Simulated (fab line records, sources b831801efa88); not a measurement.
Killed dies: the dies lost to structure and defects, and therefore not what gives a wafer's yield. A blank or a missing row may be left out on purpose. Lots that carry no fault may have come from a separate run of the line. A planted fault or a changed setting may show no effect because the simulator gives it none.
A struck lot beside a sound one    flow sky130    20 out of 708 route steps
Sound: these wafers, L963.1, L963.4, L963.6. Wafers struck: L975.1, L975.3, L975.4. The cause is named last.
At each step with rows: each side's tool, then ch and its chambers, then its first start. Under that, the readings that differ: sound wafers    struck wafers    difference of the means    sigmas: that difference in standard deviations of wafers without a fault.
alike: readings whose means differ by less than 2 such deviations, and words and numbers that are the same on both sides. not compared: withheld readings, readings that some wafer has no value for, bounds like >300 that may hide the same value, and numbers for which the record gives no deviation and whose values overlap.
Wherever a step has rows on one side only, a row that says differs or no value, or a row with sigmas, the two part there. Numbers that don't overlap but have no deviation are shown without sigmas and don't part them. Lack of a reading on every wafer of one side parts them only where that side has two or more wafers.

SKY_RES_XHIGH_STRIP_08: strips in O2/N2.
  sound on plasma-asher-03 ch 1, day 28 12:58; struck on plasma-asher-03 ch 0,1, day 31 18:59
  alike: drypump-motor-current-A, n2-flow-sccm, oes-product-au, strip-time-to-endpoint-s
  not compared: rf-hours-counter-h
SKY_RES_XHIGH_TW_MEAS_09:
  sound on film-metro-02, day 28 13:04; struck on film-metro-04, day 31 19:05
  alike: RES_XHIGH_TW
then, 7 steps without rows for these wafers: SKY_SD_N_DEHYDRATE_00 (time 60 s); SKY_SD_N_HMDS_01 (prime time 60 s); SKY_SD_N_COAT_02 (resist thk 1140 nm); SKY_SD_N_SOFTBAKE_03 (time 60 s); SKY_SD_N_EXPOSE_04 (exposes mask NSDM, target cd 380 nm); SKY_SD_N_PEB_05; SKY_SD_N_DEVELOP_06 (develop time 60 s).
SKY_SD_N_CD_MEAS_07: the cd target is 380 nm.
  sound on cd-sem-01, day 29 17:55; struck on cd-sem-02, day 32 22:50
  alike: cd-nm
SKY_SD_N_OVL_MEAS_08:
  sound on overlay-01, day 29 18:02; struck on overlay-02, day 32 22:57
  alike: SD_N_OVL
then, 1 step without rows for these wafers: SKY_SD_N_IMPLANT_09.
SKY_SD_N_IMPLANT_10:
  sound on implanter-01 ch 0, day 29 18:13; struck on implanter-01 ch 0, day 32 23:08
reading        sound                             struck                            difference   sigmas
beam-on-s (s)  11.05 11.25 11.01                 19.86 19.94 20.07                 +8.85        +32
dose-ions-cm2  1.0014e+14 1.0008e+14 1.0004e+14  1.8547e+14 1.8547e+14 1.8548e+14  +8.5387e+13  +99 or more
SKY_SD_N_STRIP_11: strips in O2/N2.
  sound on plasma-asher-04 ch 1, day 29 18:22; struck on plasma-asher-02 ch 0,1, day 32 23:17
reading                      sound        struck       difference  sigmas
drypump-motor-current-A (A)  6.7 6.7 6.6  5.6 5.6 5.9  -1.0        -2
  alike: n2-flow-sccm, oes-product-au, strip-time-to-endpoint-s
  not compared: rf-hours-counter-h
SKY_SD_N_TW_MEAS_12:
  sound on film-metro-02, day 29 18:28; struck on film-metro-02, day 32 23:23
  alike: SD_N_TW
then, 1 step without rows for these wafers: SKY_SD_N_CLEAN_13 (cleans in SC1/SC2, time 150 s).
SKY_SD_N_RTA_14: time 2 s.
  sound on rtp-anneal-01 ch 0, day 29 18:35; struck on rtp-anneal-02 ch 0, day 32 23:30
  alike: anneal-temp-c-max, chamber-o2-ppm, lamp-power-pct, wafer_temp_C_max
SKY_SD_N_RS_MEAS_16: measures by four-point-probe.
  sound on film-metro-03, day 29 18:46; struck on film-metro-03, day 33 00:02
reading           sound              struck             difference  sigmas
SD_N_RS (ohm/sq)  68.39 68.45 68.42  66.13 66.35 66.31  -2.16       -14
  not compared: hold
SKY_SD_N_RS_MEAS_17: measures by four-point-probe.
  sound on film-metro-03, day 29 18:53; struck on film-metro-03, day 33 06:42
reading  sound  struck                                                                      difference                    sigmas
hold     - - -  await-dispo/6.5h/release await-dispo/6.5h/release await-dispo/6.5h/release  no value on the sound wafers  
  alike: SD_P_RS
-- the record jumps here: 16 days lie between the struck wafers' starts before and after (it left off in module SD_N and takes up again in module PAD_OPEN, whose first step shown is number 708 of the route) --
SKY_PAD_OPEN_PROBE_99:
  sound on prober-02, day 47 01:57; struck on prober-01, day 49 09:19
reading                             sound              struck             difference  sigmas
model.etest.res-ndiff.rs-ohm-sq     117.5 118.8 118.8  115.6 115.2 115.3  -3.0        
model.etest.res-ndiff-hv.rs-ohm-sq  111.5 112.4 112.4  110.3 110.8 110    -1.7        
  alike: killed_at_M0_to_M3, killed_at_M4_up, killed-at-contacts, killed-at-front-end, killed-at-other, killed-dies, killed-open, killed-short

== WHERE THEY PART ==
Earliest at SKY_SD_N_IMPLANT_10; latest, in this record, at SKY_SD_N_RS_MEAS_17. Later steps at which nothing parts them and some readings are alike: SKY_PAD_OPEN_PROBE_99.

WHY: what had been put in by the simulator
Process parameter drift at SKY_SD_N_IMPLANT_10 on implanter-01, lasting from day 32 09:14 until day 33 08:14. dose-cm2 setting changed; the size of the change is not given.
